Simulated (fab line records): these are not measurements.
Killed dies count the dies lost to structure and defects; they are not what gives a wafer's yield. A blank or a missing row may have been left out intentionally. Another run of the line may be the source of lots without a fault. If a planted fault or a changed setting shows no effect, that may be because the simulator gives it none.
Which tool did it? | flow gf180mcu | 12 lots, 36 wafers sampled, at 2 steps of a route of 602

WHAT THE GAUGES READ, wafer by wafer
GF_DUAL_GATE_THK_MEAS_03.
lot  | measured     | on            | DUAL_GATE_OXIDATION_00_THK (nm)
L075 | day 7 19:07  | film-metro-01 | 10.68 10.75 10.84
L077 | day 8 11:26  | film-metro-03 | 10.84 10.90 11.05
L079 | day 9 06:07  | film-metro-04 | 10.70 10.84 10.82
L081 | day 9 16:40  | film-metro-01 | 11.02 10.91 11.17
L083 | day 10 12:35 | film-metro-04 | 10.77 10.78 10.78
L085 | day 10 20:20 | film-metro-03 | 10.81 10.68 10.45
L087 | day 11 07:58 | film-metro-04 | 11.29 11.48 11.24
L089 | day 11 19:46 | film-metro-01 | 10.96 10.96 11.00
L091 | day 12 08:31 | film-metro-01 | 10.97 10.86 10.80
L093 | day 13 00:56 | film-metro-01 | 10.97 10.90 11.10
L095 | day 13 17:25 | film-metro-01 | 11.32 11.07 11.09
L097 | day 14 04:08 | film-metro-03 | 10.56 10.81 10.66

WHICH TOOL RAN EACH LOT (tool, then ch and the chambers of the sampled wafers, then the start)
lot  | GF_VT_IMPLANT_STRIP_42
L075 | plasma-asher-02 ch 0,1, day 7 15:47
L077 | plasma-asher-02 ch 0,1, day 8 08:59
L079 | plasma-asher-01 ch 0,1, day 9 03:41
L081 | plasma-asher-02 ch 0,1, day 9 13:20
L083 | plasma-asher-01 ch 0,1, day 10 07:30
L085 | plasma-asher-01 ch 0,1, day 10 17:54
L087 | plasma-asher-04 ch 0,1, day 11 04:47
L089 | plasma-asher-04 ch 1, day 11 17:20
L091 | plasma-asher-04 ch 0,1, day 12 05:45
L093 | plasma-asher-01 ch 0,1, day 12 21:41
L095 | plasma-asher-04 ch 0,1, day 13 12:26
L097 | plasma-asher-04 ch 0,1, day 14 01:43
- GF_VT_IMPLANT_STRIP_42: strips in O2/N2.

THE ANSWER, worked out from the rows above alone
Rule: the lots themselves supply what counts as usual. Put in order of their means at a reading, lots are off if they are a third of the lots or fewer, leave a main group of 4 or more, and stand apart from it by a gap of 3 or more times the standard deviation of the main group's means; of several such gaps the widest counts. If all means in a main group match to the digits the tables above print for the reading, that group is not used. Also off: a lot with no number at a reading for which 4 or more lots have one. Any other lot the step has rows for is counted as sound.
None of the lots is off at any reading shown; this tells nothing.

WHAT HAD BEEN PUT IN BY THE SIMULATOR
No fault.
